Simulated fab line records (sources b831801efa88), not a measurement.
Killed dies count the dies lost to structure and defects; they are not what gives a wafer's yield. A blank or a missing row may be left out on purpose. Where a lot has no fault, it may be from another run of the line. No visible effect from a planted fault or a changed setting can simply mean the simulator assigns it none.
The tool behind it: which one?	flow gf180mcu	24 lots with 72 wafers sampled at 3 steps, on a route of 602 steps

## WHAT EACH GAUGE READ, for each wafer
GF_V2_CD_MEAS_14: the cd target is 260 nm.
lot	measured	on	cd_nm (nm)
L074	day 20 08:35	cd_sem-02	262.0 261.7 260.6
L075	day 20 18:25	cd_sem-02	259.3 258.2 259.5
L076	day 21 06:19	cd_sem-01	258.7 259.2 258.8
L077	day 21 10:39	cd_sem-01	261.1 259.8 260.5
L078	day 22 01:20	cd_sem-01	260.6 259.5 260.3
L079	day 22 05:44	cd_sem-01	261.0 260.6 261.1
L080	day 22 15:37	cd_sem-01	257.3 258.7 257.9
L081	day 23 02:56	cd_sem-01	259.3 259.1 257.8
L082	day 23 08:44	cd_sem-01	258.2 257.9 258.9
L083	day 23 17:14	cd_sem-02	260.8 260.1 261.7
L084	day 24 07:31	cd_sem-02	260.5 259.6 259.9
L085	day 24 11:31	cd_sem-02	260.4 260.7 260.2
L086	day 24 14:31	cd_sem-02	260.4 259.7 260.4
L087	day 24 20:32	cd_sem-01	260.3 260.0 260.1
L088	day 25 08:58	cd_sem-02	259.1 259.1 260.3
L089	day 25 16:37	cd_sem-02	261.5 260.8 262.2
L090	day 26 06:19	cd_sem-02	259.6 258.9 258.0
L091	day 26 20:11	cd_sem-02	260.6 259.5 259.4
L092	day 27 09:37	cd_sem-01	258.8 258.4 258.3
L094	day 27 12:23	cd_sem-02	258.8 258.7 259.6
L093	day 27 13:16	cd_sem-01	262.1 261.5 260.8
L095	day 27 14:56	cd_sem-01	260.0 259.5 260.4
L096	day 28 05:37	cd_sem-01	259.7 260.3 260.2
L097	day 28 08:43	cd_sem-01	262.2 260.7 261.1

## EACH LOT AND THE TOOL THAT RAN IT (in order: tool; ch and the chambers of the sampled wafers; start)
lot	GF_VT_IMPLANT_STRIP_20	GF_VT_IMPLANT_STRIP_42
L074	plasma_asher-02 ch 0,1, day 6 07:32	plasma_asher-02 ch 0,1, day 7 14:14
L075	plasma_asher-04 ch 0,1, day 6 13:05	plasma_asher-02 ch 0,1, day 7 19:47
L076	plasma_asher-04 ch 0,1, day 6 19:50	plasma_asher-01 ch 0,1, day 8 02:59
L077	plasma_asher-01 ch 0,1, day 7 01:55	plasma_asher-01 ch 0,1, day 8 10:21
L078	plasma_asher-04 ch 0,1, day 7 06:34	plasma_asher-02 ch 0,1, day 8 15:01
L079	plasma_asher-01 ch 0,1, day 7 11:41	plasma_asher-04 ch 0,1, day 8 20:14
L080	plasma_asher-02 ch 0,1, day 7 18:02	plasma_asher-01 ch 0,1, day 9 03:57
L081	plasma_asher-02 ch 0,1, day 8 00:49	plasma_asher-04 ch 0,1, day 9 10:58
L082	plasma_asher-02 ch 0,1, day 8 05:40	plasma_asher-04 ch 0,1, day 9 16:10
L083	plasma_asher-04 ch 0,1, day 8 12:41	plasma_asher-04 ch 0,1, day 9 23:47
L084	plasma_asher-01 ch 0,1, day 8 20:54	plasma_asher-01 ch 0,1, day 10 09:26
L085	plasma_asher-04 ch 0,1, day 9 04:02	plasma_asher-02 ch 0,1, day 10 16:27
L086	plasma_asher-04 ch 0,1, day 9 06:45	plasma_asher-04 ch 0,1, day 10 19:05
L087	plasma_asher-04 ch 0,1, day 9 12:57	plasma_asher-02 ch 0,1, day 11 01:02
L088	plasma_asher-01 ch 1, day 9 22:38	plasma_asher-02 ch 1, day 11 11:32
L089	plasma_asher-04 ch 0,1, day 10 03:44	plasma_asher-04 ch 0,1, day 11 16:05
L090	plasma_asher-02 ch 0,1, day 10 14:53	plasma_asher-04 ch 0,1, day 12 04:29
L091	plasma_asher-01 ch 0,1, day 11 04:11	plasma_asher-04 ch 0,1, day 12 18:54
L092	plasma_asher-01 ch 0,1, day 11 15:33	plasma_asher-01 ch 0, day 13 07:38
L094	plasma_asher-01 ch 0,1, day 11 18:32	plasma_asher-01 ch 0,1, day 13 10:56
L093	plasma_asher-04 ch 0,1, day 11 19:11	plasma_asher-04 ch 0,1, day 13 11:38
L095	plasma_asher-01 ch 0,1, day 11 22:55	plasma_asher-02 ch 0,1, day 13 14:53
L096	plasma_asher-02 ch 0,1, day 12 10:33	plasma_asher-02 ch 1, day 14 03:51
L097	plasma_asher-04 ch 0,1, day 12 11:02	plasma_asher-01 ch 0,1, day 14 04:17
- GF_VT_IMPLANT_STRIP_20: strips in O2/N2.
- GF_VT_IMPLANT_STRIP_42: strips in O2/N2.

## WHAT THE TOOLS THEMSELVES READ (means of the sampled wafers that have a number; where no wafer has one, the mark that the record gives instead)
GF_VT_IMPLANT_STRIP_20.
lot	tool	drypump_motor_current_A (A)	heater_power_w (W)	oes_product_au (a.u.)	strip_time_to_endpoint_s (s)
L074	plasma_asher-02	5.5	328	0.716	12.64
L075	plasma_asher-04	5.8	375	0.715	12.67
L076	plasma_asher-04	5.9	341	0.718	12.61
L077	plasma_asher-01	6.0	373	0.713	12.65
L078	plasma_asher-04	5.8	371	0.719	12.66
L079	plasma_asher-01	6.0	373	0.716	12.63
L080	plasma_asher-02	5.5	327	0.716	12.62
L081	plasma_asher-02	5.5	334	0.713	12.62
L082	plasma_asher-02	5.5	324	0.710	12.61
L083	plasma_asher-04	5.9	344	0.717	12.62
L084	plasma_asher-01	6.3	356	0.712	12.65
L085	plasma_asher-04	5.8	377	0.717	12.64
L086	plasma_asher-04	5.8	371	0.714	12.60
L087	plasma_asher-04	6.0	339	0.711	12.64
L088	plasma_asher-01	5.6	395	0.717	12.61
L089	plasma_asher-04	5.8	369	0.715	12.62
L090	plasma_asher-02	5.5	323	0.715	12.63
L091	plasma_asher-01	6.0	368	0.716	12.68
L092	plasma_asher-01	6.3	356	0.721	12.60
L094	plasma_asher-01	6.3	357	0.711	12.61
L093	plasma_asher-04	5.8	368	0.716	12.67
L095	plasma_asher-01	6.3	359	0.719	12.65
L096	plasma_asher-02	5.5	330	0.717	12.62
L097	plasma_asher-04	5.8	375	0.717	12.58

GF_VT_IMPLANT_STRIP_42.
lot	tool	drypump_motor_current_A (A)	heater_power_w (W)	oes_product_au (a.u.)	strip_time_to_endpoint_s (s)
L074	plasma_asher-02	5.5	332	0.714	12.64
L075	plasma_asher-02	5.5	327	0.715	12.65
L076	plasma_asher-01	6.0	371	0.718	12.68
L077	plasma_asher-01	6.3	357	0.714	12.62
L078	plasma_asher-02	5.5	328	0.716	12.64
L079	plasma_asher-04	5.8	373	0.717	12.59
L080	plasma_asher-01	6.0	380	0.714	12.65
L081	plasma_asher-04	5.9	338	0.716	12.65
L082	plasma_asher-04	5.9	343	0.715	12.67
L083	plasma_asher-04	5.9	339	0.710	12.68
L084	plasma_asher-01	6.3	356	0.718	12.60
L085	plasma_asher-02	5.5	328	0.711	12.62
L086	plasma_asher-04	5.9	338	0.716	12.62
L087	plasma_asher-02	5.5	320	0.716	12.66
L088	plasma_asher-02	5.5	322	0.720	12.64
L089	plasma_asher-04	5.8	376	0.718	12.57
L090	plasma_asher-04	5.8	372	0.719	12.58
L091	plasma_asher-04	5.9	337	0.714	12.61
L092	plasma_asher-01	6.7	344	0.718	12.63
L094	plasma_asher-01	6.0	369	0.713	12.57
L093	plasma_asher-04	5.9	340	0.716	12.67
L095	plasma_asher-02	5.5	326	0.717	12.64
L096	plasma_asher-02	5.4	327	0.715	12.60
L097	plasma_asher-01	6.4	362	0.714	12.62

## THE ANSWER, worked out from the rows above alone
Rule: what is usual is taken from the lots themselves. Put in order of their means at a reading, lots are off if they are a third of the lots or fewer, leave a main group of 4 or more, and stand apart from it by a gap of 3 or more times the standard deviation of the main group's means; of several such gaps the widest counts. Not used: any main group whose means are identical at the precision the tables above print for the reading. Also off: a lot with no number at a reading for which 4 or more lots have one. Any other lot the step has rows for is counted as sound. Order of review: gauges by route order, followed by the tools' own readings, for which a lot's mean as printed above is used. The first step at which some lot is off is used, and at that step the reading that is off furthest; a lot without a number counts as furthest.
Nothing can be told from this: no lot is off at any reading shown.

## WHAT WAS PUT IN BY THE SIMULATOR
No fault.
